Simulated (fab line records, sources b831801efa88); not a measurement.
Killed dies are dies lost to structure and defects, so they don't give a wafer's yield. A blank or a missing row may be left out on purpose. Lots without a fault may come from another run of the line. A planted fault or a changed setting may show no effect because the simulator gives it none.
Which tool did it? | flow gf180mcu | 14 lots, 42 wafers sampled, at 1 step of a route of 602

WHAT THE GAUGES READ, wafer by wafer
GF_V3_OVL_MEAS_15.
lot  | measured     | on         | V3_OVL (nm)
L596 | day 22 15:50 | overlay-02 | -1 -2 6
L597 | day 22 21:53 | overlay-02 | -15 -3 -6
L598 | day 23 09:34 | overlay-02 | -12 -16 -11
L599 | day 23 12:34 | overlay-01 | -13 -5 -6
L601 | day 24 07:52 | overlay-01 | -3 4 -1
L600 | day 24 11:49 | overlay-01 | -8 -4 -7
L602 | day 24 14:29 | overlay-02 | 0 -9 -11
L603 | day 25 03:10 | overlay-02 | -1 5 -3
L604 | day 25 07:09 | overlay-01 | -5 4 -6
L605 | day 25 23:08 | overlay-01 | -2 -3 3
L607 | day 26 11:38 | overlay-01 | 2 -2 -1
L608 | day 26 15:51 | overlay-02 | -5 -6 -2
L609 | day 27 06:16 | overlay-02 | -7 -5 -10
L618 | day 29 14:29 | overlay-02 | -8 0 -4

WHICH TOOL RAN EACH LOT (tool, then ch and the chambers of the sampled wafers, then the start)
The record holds no process step before these readings.

WHAT THE TOOLS THEMSELVES READ (means of the sampled wafers that have a number; where no wafer has one, the mark that the record gives instead)
The record holds no such reading with a usual standard deviation.

THE ANSWER, worked out from the rows above alone
Rule: what is usual is taken from the lots themselves. Put in order of their means at a reading, lots are off if they are a third of the lots or fewer, leave a main group of 4 or more, and stand apart from it by a gap of 3 or more times the standard deviation of the main group's means; of several such gaps the widest counts. A main group whose means are all the same, to the digits that the tables above print for the reading, isn't used. A lot without any number at a reading at which 4 lots or more have one is off too. The other lots that the step has rows for count as sound. The gauges are gone through in route order, then the tools' own readings, and for those a lot's mean is taken as printed above. The first step at which some lot is off is used, and at that step the reading that is off furthest; a lot without a number counts as furthest.
No lot is off at any reading shown: from this, nothing can be told.

WHAT THE SIMULATOR HAD PUT IN
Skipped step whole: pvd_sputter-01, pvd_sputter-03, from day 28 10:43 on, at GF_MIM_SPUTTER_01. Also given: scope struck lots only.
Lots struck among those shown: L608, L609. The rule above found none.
